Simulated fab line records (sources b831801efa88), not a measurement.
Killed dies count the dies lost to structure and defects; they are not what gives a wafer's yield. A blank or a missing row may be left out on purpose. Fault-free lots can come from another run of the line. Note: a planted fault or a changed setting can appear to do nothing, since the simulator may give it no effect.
Which tool is to blame? || flow gf180mcu || Sampling: 11 lots, 33 wafers, 4 of 602 route steps

## WHAT THE GAUGES SHOWED, per wafer
GF_VT_IMPLANT_TW_MEAS_32.
{"lot": "L846", "measured": "day 7 08:30", "on": "film metro-01", "VT_IMPLANT_3_TW": "266.0 267.2 265.9"}
{"lot": "L848", "measured": "day 8 03:04", "on": "film metro-01", "VT_IMPLANT_3_TW": "265.4 266.1 265.3"}
{"lot": "L852", "measured": "day 8 17:28", "on": "film metro-02", "VT_IMPLANT_3_TW": "30.0 29.8 30.2"}
{"lot": "L853", "measured": "day 9 03:07", "on": "film metro-01", "VT_IMPLANT_3_TW": "29.8 29.7 29.7"}
{"lot": "L855", "measured": "day 9 18:47", "on": "film metro-02", "VT_IMPLANT_3_TW": "268.7 268.6 269.7"}
{"lot": "L859", "measured": "day 10 16:09", "on": "film metro-01", "VT_IMPLANT_3_TW": "266.2 267.8 267.9"}
{"lot": "L860", "measured": "day 10 22:51", "on": "film metro-02", "VT_IMPLANT_3_TW": "270.1 267.3 268.6"}
{"lot": "L862", "measured": "day 11 13:05", "on": "film metro-04", "VT_IMPLANT_3_TW": "267.5 268.9 270.1"}
{"lot": "L866", "measured": "day 12 18:22", "on": "film metro-02", "VT_IMPLANT_3_TW": "267.8 267.4 268.1"}
{"lot": "L867", "measured": "day 13 00:07", "on": "film metro-02", "VT_IMPLANT_3_TW": "269.4 268.8 268.6"}
{"lot": "L868", "measured": "day 13 06:13", "on": "film metro-02", "VT_IMPLANT_3_TW": "268.8 269.0 269.7"}

## WHAT TOOL EACH LOT RAN ON (gives the tool, then ch and the chambers of the sampled wafers, and finally the start)
{"lot": "L846", "GF_MVPSD_STRIP_10": "plasma asher-02 ch 0,1, day 5 11:14", "GF_VT_IMPLANT_STRIP_20": "plasma asher-02 ch 0,1, day 6 16:47", "GF_VT_IMPLANT_STRIP_31": "plasma asher-04 ch 0,1, day 7 08:24"}
{"lot": "L848", "GF_MVPSD_STRIP_10": "plasma asher-03 ch 1, day 6 04:02", "GF_VT_IMPLANT_STRIP_20": "plasma asher-02 ch 1, day 7 10:56", "GF_VT_IMPLANT_STRIP_31": "plasma asher-02 ch 0,1, day 8 02:57"}
{"lot": "L852", "GF_MVPSD_STRIP_10": "plasma asher-02 ch 1, day 6 17:35", "GF_VT_IMPLANT_STRIP_20": "plasma asher-03 ch 1, day 8 01:03", "GF_VT_IMPLANT_STRIP_31": "plasma asher-03 ch 0,1, day 8 17:21"}
{"lot": "L853", "GF_MVPSD_STRIP_10": "plasma asher-02 ch 0,1, day 7 02:29", "GF_VT_IMPLANT_STRIP_20": "plasma asher-02 ch 0,1, day 8 10:01", "GF_VT_IMPLANT_STRIP_31": "plasma asher-02 ch 0,1, day 9 03:02"}
{"lot": "L855", "GF_MVPSD_STRIP_10": "plasma asher-01 ch 0,1, day 7 15:36", "GF_VT_IMPLANT_STRIP_20": "plasma asher-02 ch 0,1, day 9 01:28", "GF_VT_IMPLANT_STRIP_31": "plasma asher-03 ch 0,1, day 9 18:41"}
{"lot": "L859", "GF_MVPSD_STRIP_10": "plasma asher-01 ch 0,1, day 8 12:09", "GF_VT_IMPLANT_STRIP_20": "plasma asher-03 ch 0,1, day 9 22:09", "GF_VT_IMPLANT_STRIP_31": "plasma asher-02 ch 0,1, day 10 16:03"}
{"lot": "L860", "GF_MVPSD_STRIP_10": "plasma asher-02 ch 0,1, day 8 18:17", "GF_VT_IMPLANT_STRIP_20": "plasma asher-02 ch 0,1, day 10 04:44", "GF_VT_IMPLANT_STRIP_31": "plasma asher-04 ch 0,1, day 10 22:45"}
{"lot": "L862", "GF_MVPSD_STRIP_10": "plasma asher-01 ch 0,1, day 9 06:48", "GF_VT_IMPLANT_STRIP_20": "plasma asher-03 ch 0, day 10 18:03", "GF_VT_IMPLANT_STRIP_31": "plasma asher-04 ch 0,1, day 11 12:59"}
{"lot": "L866", "GF_MVPSD_STRIP_10": "plasma asher-03 ch 0,1, day 10 10:05", "GF_VT_IMPLANT_STRIP_20": "plasma asher-02 ch 0,1, day 11 22:50", "GF_VT_IMPLANT_STRIP_31": "plasma asher-03 ch 0,1, day 12 18:17"}
{"lot": "L867", "GF_MVPSD_STRIP_10": "plasma asher-02 ch 0,1, day 10 15:15", "GF_VT_IMPLANT_STRIP_20": "plasma asher-02 ch 0,1, day 12 04:30", "GF_VT_IMPLANT_STRIP_31": "plasma asher-04 ch 0,1, day 13 00:00"}
{"lot": "L868", "GF_MVPSD_STRIP_10": "plasma asher-03 ch 0,1, day 10 19:48", "GF_VT_IMPLANT_STRIP_20": "plasma asher-03 ch 0,1, day 12 10:06", "GF_VT_IMPLANT_STRIP_31": "plasma asher-04 ch 0,1, day 13 06:06"}
- GF_MVPSD_STRIP_10: strips in O2/N2.
- GF_VT_IMPLANT_STRIP_20: strips in O2/N2.
- GF_VT_IMPLANT_STRIP_31: strips in O2/N2.

## THE ANSWER, worked out from the rows above alone
Rule: usual is defined by the lots themselves. Put in order of their means at a reading, lots are off if they are a third of the lots or fewer, leave a main group of 4 or more, and stand apart from it by a gap of 3 or more times the standard deviation of the main group's means; of several such gaps the widest counts. Not used: any main group whose means are identical at the precision the tables above print for the reading. Also off: a lot with no number at a reading for which 4 or more lots have one. Where the step has rows for the other lots, those lots are counted as sound.
Off: L852, L853, at GF_VT_IMPLANT_TW_MEAS_32 (VT_IMPLANT_3_TW). The main group has a mean of 268.0 with a standard deviation of 1.2.
A tool fits if, at a process step before that reading, it ran every lot that is off, and no sound lot after the first of them. Those tools and the gauges at GF_VT_IMPLANT_TW_MEAS_32 are tried in the same way. No candidate that was tried fits.

## WHAT WAS PUT IN BY THE SIMULATOR
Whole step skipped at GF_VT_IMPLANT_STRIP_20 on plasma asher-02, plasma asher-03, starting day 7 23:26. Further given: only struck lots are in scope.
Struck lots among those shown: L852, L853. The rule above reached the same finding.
